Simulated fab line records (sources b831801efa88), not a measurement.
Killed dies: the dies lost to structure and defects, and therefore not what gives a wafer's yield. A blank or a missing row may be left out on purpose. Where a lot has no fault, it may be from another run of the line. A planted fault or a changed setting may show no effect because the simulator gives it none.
fab line records -- flow sky130
record lots=6, wafers=18, last_day=50
route steps=708 shown SONOS_ONO@186 GATE_OXIDE@187 PAD_OPEN@708
lots untouched by any fault: they come from a run of this same line in which no faults occurred
start_h: the number of hours between the record's first day and the start of the first shown wafer of the lot -- wait_h: time in hours since the lot's previous step -- " unchanged from the row above -- L1.1+2: a row that stands for several wafers -- - no value, or no start given -- * or withheld: withheld -- < > ~ a bound
route shown NAME@n: NAME is a module with steps in the file, n the number in the route of the first one -- usual: mean/standard deviation taken from wafers without a fault -- same: alike in all rows -- chamber/n: place in a boat -- sites: each site's reading -- _std_site: their standard deviation -- _edge_site: outer sites' mean less inner sites' -- radius_mm: for every site, how far away it sits from the centre of the wafer -- mask NAME#n: copy n -- behind: tool/chamber where the wafer was last shaped -- hold: the reason the lot was held/the length of the hold in hours/how it ended -- device: the n, p or np transistor that did not switch -- end of line: at the end of the route, the tests of the same wafers -- for a step that has no rows: nothing shown but its recipe -- killed: count of dies lost to structure and defects at first sort (not the wafer's yield) -- map: a wafer's dies, x killed, . not, _ none there
set.NAME: the setting the step ran with; set.NAME@STEP: the setting that earlier step ran with -- model.NAME: the simulator's own value behind a step, which no gauge read
lots at selected steps of the route; one table per step, one row per wafer
services: when a tool's chamber went out of use (start_h, in hours from the record's first day, below 0 if earlier), for how many hours, and the reason
## steps
# step SKY_SONOS_ONO_WET_ETCH_18
# recipe chemistry=H3PO4, target_depth_nm=15, target=Si3N4, temp_c=160, time_s=172
# step SKY_GATE_OXIDE_CLEAN_00
# recipe chemistry=SC1/SC2, mix=1:4:20, temp_c=70, time_s=150, dry=n2_spin
# step SKY_GATE_OXIDE_OXIDATION_01
# recipe temp_c=900, ambient=O2, stabilise_s=600, purge_s=300, target_thk_a=102.68, ox_time_s=1473
# step SKY_GATE_OXIDE_THK_MEAS_02
# recipe reads=SiO2_of_GATE_OXIDE_OXIDATION_01
# usual GATE_OXIDE_OXIDATION_00_THK=10.24/0.26
lot.wafer,tool,chamber,start_h,wait_h,GATE_OXIDE_OXIDATION_00_THK[nm]
L386.3,film_metro-02,-,294.50,0.0,9.97
L386.4,film_metro-02,-,294.50,0.0,9.80
L386.5,film_metro-02,-,294.50,0.0,9.77
L389.1,film_metro-01,-,346.51,0.0,10.51
L389.3,film_metro-01,-,346.51,0.0,10.49
L389.4,film_metro-01,-,346.51,0.0,10.58
L394.2,film_metro-01,-,361.66,0.0,10.66
L394.4,film_metro-01,-,361.66,0.0,10.55
L394.5,film_metro-01,-,361.66,0.0,10.48
L393.2,film_metro-01,-,365.91,0.0,10.25
L393.4,film_metro-01,-,365.91,0.0,10.25
L393.5,film_metro-01,-,365.91,0.0,10.23
L404.2,film_metro-02,-,473.52,0.0,10.50
L404.3,film_metro-02,-,473.52,0.0,10.50
L404.6,film_metro-02,-,473.52,0.0,10.55
L406.2,film_metro-03,-,477.60,0.0,10.30
L406.4,film_metro-03,-,477.60,0.0,10.16
L406.6,film_metro-03,-,477.60,0.0,10.12
# step SKY_GATE_OXIDE_DEHYDRATE_03
# recipe temp_c=200, time_s=60
# step SKY_GATE_OXIDE_HMDS_04
# recipe prime_time_s=60, prime_temp_c=120
# step SKY_GATE_OXIDE_COAT_05
# recipe resist=NOVOLAK, spin_rpm=3000, resist_thk_nm=1140
# step SKY_GATE_OXIDE_SOFTBAKE_06
# recipe temp_c=90, time_s=60, resist=NOVOLAK
# step SKY_GATE_OXIDE_EXPOSE_07
# recipe mask_id=LVOM, na=0.6, source_shape=conventional, sigma_outer=0.6, polarization=unpolarized, target_cd_nm=600, dose_mj=170
# step SKY_GATE_OXIDE_PEB_08
# recipe temp_c=withheld, time_s=*, resist=NOVOLAK
# step SKY_GATE_OXIDE_DEVELOP_09
# recipe resist=NOVOLAK, developer=TMAH, develop_time_s=60, dev_temp_c=23
# step SKY_GATE_OXIDE_OVL_MEAS_10
# usual GATE_OXIDE_OVL=-0.2/1.3
lot.wafer,tool,chamber,start_h,wait_h,GATE_OXIDE_OVL[nm]
L386.3,overlay-02,-,320.19,0.1,0.9
L386.4,overlay-02,-,320.19,0.1,0.7
L386.5,overlay-02,-,320.19,0.1,2.2
L389.1,overlay-02,-,374.27,0.1,-1.2
L389.3,overlay-02,-,374.27,0.1,-2.9
L389.4,overlay-02,-,374.27,0.1,-0.3
L394.2,overlay-01,-,389.67,0.1,1.7
L394.4,overlay-01,-,389.67,0.1,-0.5
L394.5,overlay-01,-,389.67,0.1,0.2
L393.2,overlay-01,-,393.90,0.1,-2.4
L393.4,overlay-01,-,393.90,0.1,1.8
L393.5,overlay-01,-,393.90,0.1,-0.7
L404.2,overlay-01,-,503.20,0.1,-2.3
L404.3,overlay-01,-,503.20,0.1,0.2
L404.6,overlay-01,-,503.20,0.1,1.0
L406.2,overlay-02,-,506.83,0.1,2.3
L406.4,overlay-02,-,506.83,0.1,1.1
L406.6,overlay-02,-,506.83,0.1,1.6
# step SKY_GATE_OXIDE_IMPLANT_11
# recipe species=B, energy_kev=9.838, dose_cm2=2.6e+12, tilt_deg=withheld
# usual dose_ions_cm2=2.5999e+12/2.7e+09, faraday_current_uA=14.59/0.28
lot.wafer,tool,chamber,start_h,wait_h,dose_ions_cm2,faraday_current_uA
L386.3,implanter-02,0,320.26,0.1,2.5992e+12,14.80
L386.4,implanter-02,0,320.26,0.1,2.5992e+12,14.31
L386.5,implanter-02,0,320.26,0.1,2.5992e+12,14.45
L389.1,implanter-04,0,374.31,0.0,2.6e+12,14.78
L389.3,implanter-04,0,374.31,0.0,2.6035e+12,14.62
L389.4,implanter-04,0,374.31,0.0,2.5959e+12,14.91
L394.2,implanter-04,0,389.72,0.0,1.6225e+12,9.09
L394.4,implanter-04,0,389.72,0.0,1.6231e+12,9.35
L394.5,implanter-04,0,389.72,0.0,1.6265e+12,9.10
L393.2,implanter-04,0,393.96,0.0,1.6257e+12,8.87
L393.4,implanter-04,0,393.96,0.0,1.6256e+12,8.98
L393.5,implanter-04,0,393.96,0.0,1.6227e+12,9.35
L404.2,implanter-02,0,503.26,0.0,2.6024e+12,14.66
L404.3,implanter-02,0,503.26,0.0,2.6026e+12,14.28
L404.6,implanter-02,0,503.26,0.0,2.5978e+12,14.15
L406.2,implanter-02,0,506.88,0.0,2.6046e+12,14.65
L406.4,implanter-02,0,506.88,0.0,2.603e+12,14.85
L406.6,implanter-02,0,506.88,0.0,2.603e+12,14.75
# step SKY_GATE_OXIDE_WET_ETCH_12
# recipe chemistry=dHF, target_depth_nm=16.8, dry=n2_spin, target=SiO2, dilution=100:1, temp_c=25, time_s=336
# step SKY_GATE_OXIDE_STRIP_13
# recipe chemistry=O2/N2, power_w=1400, pressure_mtorr=1500, platen_temp_c=withheld, o2_flow_sccm=3000, n2_flow_sccm=300, overash_fraction=0.5
# usual drypump_motor_current_A=5.70/0.19, oes_product_au=0.715/0.0047, strip_time_to_endpoint_s=14.18/0.041
# same overash_fraction=0.5
lot.wafer,tool,chamber,start_h,wait_h,drypump_motor_current_A,oes_product_au,rf_hours_counter_h,strip_time_to_endpoint_s
L386.3,plasma_asher-01,0,320.49,0.0,5.47,0.714,-,14.19
L386.4,plasma_asher-01,1,320.49,0.0,5.86,0.711,-,14.15
L386.5,plasma_asher-01,0,320.49,0.0,5.45,0.717,-,14.13
L389.1,plasma_asher-01,1,374.56,0.0,5.90,0.722,57,14.17
L389.3,plasma_asher-01,0,374.56,0.0,5.49,0.715,-,14.16
L389.4,plasma_asher-01,1,374.56,0.0,5.86,0.722,-,14.10
L394.2,plasma_asher-01,1,389.95,0.0,5.89,0.716,59,14.21
L394.4,plasma_asher-01,0,389.95,0.0,5.48,0.717,-,14.20
L394.5,plasma_asher-01,1,389.95,0.0,5.83,0.715,-,14.17
L393.2,plasma_asher-03,1,394.19,0.0,5.50,0.709,26,14.18
L393.4,plasma_asher-03,0,394.19,0.0,5.39,0.713,-,14.19
L393.5,plasma_asher-03,1,394.19,0.0,5.50,0.712,-,14.20
L404.2,plasma_asher-04,0,503.49,0.0,5.82,0.710,77,14.18
L404.3,plasma_asher-04,1,503.49,0.0,5.80,0.722,-,14.20
L404.6,plasma_asher-04,1,503.49,0.0,5.82,0.714,-,14.22
L406.2,plasma_asher-03,1,507.11,0.0,5.49,0.709,38,14.10
L406.4,plasma_asher-03,1,507.11,0.0,5.47,0.716,-,14.09
L406.6,plasma_asher-03,0,507.11,0.0,5.36,0.714,-,14.08
# step SKY_GATE_OXIDE_TW_MEAS_14
# usual GATE_OXIDE_TW=223.1/1
lot.wafer,tool,chamber,start_h,wait_h,GATE_OXIDE_TW
L386.3,film_metro-02,-,320.58,0.1,222.9
L386.4,film_metro-02,-,320.58,0.1,224.2
L386.5,film_metro-02,-,320.58,0.1,223.7
L389.1,film_metro-02,-,374.66,0.1,223.3
L389.3,film_metro-02,-,374.66,0.1,223.2
L389.4,film_metro-02,-,374.66,0.1,223.4
L394.2,film_metro-02,-,390.06,0.1,195.8
L394.4,film_metro-02,-,390.06,0.1,196.5
L394.5,film_metro-02,-,390.06,0.1,196.2
L393.2,film_metro-01,-,394.30,0.1,196.2
L393.4,film_metro-01,-,394.30,0.1,196.6
L393.5,film_metro-01,-,394.30,0.1,196.3
L404.2,film_metro-02,-,503.60,0.1,223.8
L404.3,film_metro-02,-,503.60,0.1,222.6
L404.6,film_metro-02,-,503.60,0.1,223.2
L406.2,film_metro-01,-,507.22,0.1,223.0
L406.4,film_metro-01,-,507.22,0.1,223.2
L406.6,film_metro-01,-,507.22,0.1,224.1
# step SKY_GATE_OXIDE_CLEAN_15
# recipe chemistry=SC1/SC2, mix=1:4:20, temp_c=70, time_s=150, dry=n2_spin
# step SKY_PAD_OPEN_PROBE_99
# usual killed_at_M0_to_M3=44/7.2, killed_at_M4_up=3.0/1.8, killed_at_contacts=24/5.4, killed_at_front_end=14/4.4, killed_at_other=0.4/0.64, killed_dies=86/9.4, killed_open=47/7.7, killed_short=39/5.8
# same gross_dies=492, killed_at_back_side=0
lot.wafer,tool,chamber,start_h,wait_h,killed_at_M0_to_M3,killed_at_M4_up,killed_at_contacts,killed_at_front_end,killed_at_other,killed_dies,killed_open,killed_short,model.etest.tip_p.rs_ohm_sq,model.etest.pfet_01v8.r_on_ohm_um,model.etest.nfet_01v8_lvt.drive_ua_um,model.etest.nfet_01v8.drive_ua_um,model.etest.nfet_01v8_turned.drive_ua_um,model.etest.nfet_01v8_swapped.drive_ua_um,model.etest.sram_nfet_pass.drive_ua_um,model.etest.nfet_01v8.r_on_ohm_um
L386.3,prober-02,-,1081.27,0.2,50,2,29,13,0,94,58,36,6714,2866,587.3,521.5,519,524.4,522.3,800.1
L386.4,prober-02,-,1081.32,0.2,44,3,21,10,0,78,42,36,6694,2875,566.4,493.9,498.6,494.9,473.9,839
L386.5,prober-02,-,1081.37,0.2,44,3,21,18,1,87,56,31,6750,2836,572.4,500.3,502.6,504.4,488.7,831.4
L389.1,prober-01,-,1125.77,0.1,43,4,32,17,1,97,49,46,6738,2906,572,504.3,507.2,505.4,472.3,841.6
L389.3,prober-01,-,1125.87,0.2,48,4,20,25,1,98,54,43,6719,2862,560.6,491.2,499.2,490.6,473.2,840.8
L389.4,prober-01,-,1125.92,0.2,37,1,23,23,2,86,45,39,6742,2940,562.5,490.4,493.7,493.4,479.2,861.1
L394.2,prober-01,-,1130.66,0.1,51,2,26,12,1,92,62,30,7395,3440,634.9,558.8,555.7,560.2,523.6,787.4
L394.4,prober-01,-,1130.76,0.2,45,2,26,7,0,80,46,34,7395,3414,612.2,534.7,535.5,533.7,537.1,807.4
L394.5,prober-01,-,1130.81,0.2,48,5,29,12,0,94,49,45,7348,3388,625.7,547.6,552.5,547.1,523.1,800.1
L393.2,prober-02,-,1132.13,0.1,55,4,21,9,3,92,52,38,7160,3116,633.6,551.6,554.4,550.3,545.5,792.4
L393.4,prober-02,-,1132.23,0.2,50,4,14,17,0,85,54,31,7125,3157,628.6,546.5,545.4,549,536.5,796.4
L393.5,prober-02,-,1132.28,0.2,50,4,27,19,0,100,57,43,7178,3165,632.7,552.6,557.5,556.1,530.4,780.6
L404.2,prober-01,-,1192.47,0.1,46,1,19,19,0,85,38,47,6820,2944,551.1,490.8,489,487.7,469,850.2
L404.3,prober-01,-,1192.52,0.2,45,2,12,15,0,74,39,35,6804,2931,568.5,497.5,500.7,499.6,495.7,845.2
L404.6,prober-01,-,1192.67,0.2,61,4,28,12,1,106,66,40,6819,2856,568.4,494.6,499.5,500.6,480.1,833.8
L406.2,prober-01,-,1203.22,0.1,47,1,17,16,1,82,41,41,6638,2849,588.7,515.1,517.3,520.3,502.4,819.9
L406.4,prober-01,-,1203.32,0.2,45,3,27,7,0,82,35,47,6632,2778,593,523.1,521.3,527.6,509.9,811.8
L406.6,prober-01,-,1203.42,0.2,48,4,22,8,0,82,57,25,6567,2874,584.4,512.4,515.1,520.2,495.8,836
# killed by level:class
L386.3 VIA3:geometric_particle:open=12 LI_CONTACT:geometric_particle:open=11 CONTACT:geometric_particle:open=10 VIA1:geometric_particle:open=9 VIA2:geometric_particle:open=7 VIA2:geometric_particle:short=6 CONTACT:geometric_particle:short=5 VIA1:geometric_particle:short=4
L386.4 VIA1:geometric_particle:open=10 VIA2:geometric_particle:open=9 CONTACT:geometric_particle:open=8 VIA1:geometric_particle:short=7 METAL1:geometric_particle:short=5 LOCAL_INTERCONNECT:geometric_particle:short=4 SPACER:geometric_particle:short=4 METAL2:geometric_particle:short=4
L386.5 VIA3:geometric_particle:open=11 LI_CONTACT:geometric_particle:open=10 VIA1:geometric_particle:open=9 POLY_GATE:geometric_particle:open=6 FIELD_ISO:geometric_particle:open=5 CONTACT:geometric_particle:open=5 VIA2:geometric_particle:open=5 LOCAL_INTERCONNECT:geometric_particle:short=4
L389.1 VIA1:geometric_particle:open=10 CONTACT:geometric_particle:open=10 VIA2:geometric_particle:open=7 CONTACT:geometric_particle:short=7 METAL2:geometric_particle:short=7 LI_CONTACT:geometric_particle:open=6 VIA1:geometric_particle:short=5 LI_CONTACT:geometric_particle:short=4
L389.3 VIA1:geometric_particle:open=12 VIA2:geometric_particle:open=9 POLY_GATE:geometric_particle:short=8 CONTACT:geometric_particle:open=8 METAL1:geometric_particle:short=7 LI_CONTACT:geometric_particle:open=6 POLY_GATE:geometric_particle:open=5 VIA3:geometric_particle:open=5
L389.4 FIELD_ISO:geometric_particle:open=8 CONTACT:geometric_particle:open=8 VIA1:geometric_particle:open=8 LOCAL_INTERCONNECT:geometric_particle:short=7 VIA1:geometric_particle:short=6 VIA2:geometric_particle:open=6 METAL2:geometric_particle:short=5 FIELD_ISO:geometric_particle:short=4
L394.2 VIA1:geometric_particle:open=21 CONTACT:geometric_particle:open=13 METAL2:geometric_particle:short=8 VIA3:geometric_particle:open=7 LI_CONTACT:geometric_particle:open=6 VIA1:geometric_particle:short=5 FIELD_ISO:geometric_particle:open=4 CONTACT:geometric_particle:short=4
L394.4 LI_CONTACT:geometric_particle:open=10 CONTACT:geometric_particle:open=9 METAL2:geometric_particle:short=8 VIA1:geometric_particle:open=8 VIA3:geometric_particle:open=7 METAL1:geometric_particle:short=6 VIA3:geometric_particle:short=4 CONTACT:geometric_particle:short=4
L394.5 LI_CONTACT:geometric_particle:open=11 CONTACT:geometric_particle:open=8 METAL1:geometric_particle:short=8 VIA1:geometric_particle:short=7 VIA3:geometric_particle:open=7 CONTACT:geometric_particle:short=6 VIA1:geometric_particle:open=5 METAL2:geometric_particle:short=5
L393.2 VIA1:geometric_particle:open=15 VIA1:geometric_particle:short=11 CONTACT:geometric_particle:open=9 VIA3:geometric_particle:open=8 VIA2:geometric_particle:open=7 LI_CONTACT:geometric_particle:open=5 METAL2:geometric_particle:short=5 VIA2:geometric_particle:short=4
L393.4 VIA3:geometric_particle:open=9 VIA1:geometric_particle:open=9 VIA2:geometric_particle:open=8 CONTACT:geometric_particle:open=7 FIELD_ISO:geometric_particle:open=6 METAL2:geometric_particle:short=5 VIA3:geometric_particle:short=5 POLY_GATE:geometric_particle:open=4
L393.5 VIA1:geometric_particle:open=12 CONTACT:geometric_particle:open=9 METAL1:geometric_particle:short=8 VIA2:geometric_particle:open=7 LI_CONTACT:geometric_particle:open=6 METAL2:geometric_particle:short=6 FIELD_ISO:geometric_particle:short=5 FIELD_ISO:geometric_particle:open=5
L404.2 VIA1:geometric_particle:open=9 CONTACT:geometric_particle:open=8 METAL2:geometric_particle:short=7 VIA2:geometric_particle:short=7 FIELD_ISO:geometric_particle:short=6 VIA2:geometric_particle:open=6 METAL1:geometric_particle:short=6 POLY_GATE:geometric_particle:short=4
L404.3 VIA1:geometric_particle:open=11 VIA2:geometric_particle:open=9 VIA3:geometric_particle:short=6 VIA1:geometric_particle:short=5 FIELD_ISO:geometric_particle:open=3 POLY_GATE:geometric_particle:open=3 POLY_GATE:geometric_particle:short=3 LI_CONTACT:geometric_particle:open=3
L404.6 VIA1:geometric_particle:open=16 LI_CONTACT:geometric_particle:open=10 CONTACT:geometric_particle:open=9 VIA3:geometric_particle:open=8 METAL1:geometric_particle:short=8 VIA2:geometric_particle:open=7 METAL1:geometric_particle:open=6 VIA2:geometric_particle:short=6
L406.2 CONTACT:geometric_particle:open=8 VIA1:geometric_particle:open=7 VIA3:geometric_particle:open=7 METAL1:geometric_particle:short=6 VIA1:geometric_particle:short=6 FIELD_ISO:geometric_particle:short=5 FIELD_ISO:geometric_particle:open=5 VIA2:geometric_particle:short=5
L406.4 CONTACT:geometric_particle:open=10 METAL2:geometric_particle:short=9 VIA1:geometric_particle:open=8 LI_CONTACT:geometric_particle:short=6 CONTACT:geometric_particle:short=6 VIA1:geometric_particle:short=5 VIA2:geometric_particle:open=5 VIA3:geometric_particle:open=5
L406.6 CONTACT:geometric_particle:open=13 VIA1:geometric_particle:open=11 VIA2:geometric_particle:open=9 VIA3:geometric_particle:open=8 LI_CONTACT:geometric_particle:open=5 METAL1:geometric_particle:short=4 METAL3:geometric_particle:short=4 FIELD_ISO:geometric_particle:open=3
## services
tool,chamber,start_h,hours,kind
plasma_asher-03,-,312.71,21.4,repair
plasma_asher-04,-,373.71,1.7,repair
implanter-04,-,396.79,2.3,repair
implanter-02,-,406.21,10.9,pm
plasma_asher-01,-,413.21,2.6,repair
plasma_asher-01,-,460.53,2.8,pm
implanter-04,-,495.56,18.3,pm
## key
first_sign step=SKY_GATE_OXIDE_IMPLANT_11, reading=dose_ions_cm2, direction=down, sigmas=99+, usual=*, struck=*
effect step=SKY_GATE_OXIDE_IMPLANT_11, reading=faraday_current_uA, direction=down, sigmas=19, usual=14.59, struck=9.12
effect step=SKY_GATE_OXIDE_TW_MEAS_14, reading=GATE_OXIDE_TW, direction=down, sigmas=26, usual=223.1, struck=196.3
model_effect step=SKY_PAD_OPEN_PROBE_99, value=etest.tip_p.rs_ohm_sq, without=6803, struck=7267
met_at SKY_GATE_OXIDE_IMPLANT_11
struck_wafers L393.2,L393.4,L393.5,L394.2,L394.4,L394.5
tester_left_out L393,L394
onset_between 374.31 389.72
fault kind=process_parameter_drift, tool=implanter-04, chamber=-, onset_h=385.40, steps=SKY_GATE_OXIDE_IMPLANT_11, channel=dose_cm2, offset=*, shape=step, end_h=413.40, acts_in=*, stated=*
# tester_left_out: of these lots the tester's yield and bins aren't shown, on N5 and GAA mostly nor the transistor test; their killed dies are dies lost to structure and defects alone, not to doping, threshold or leakage, so they don't give the yield
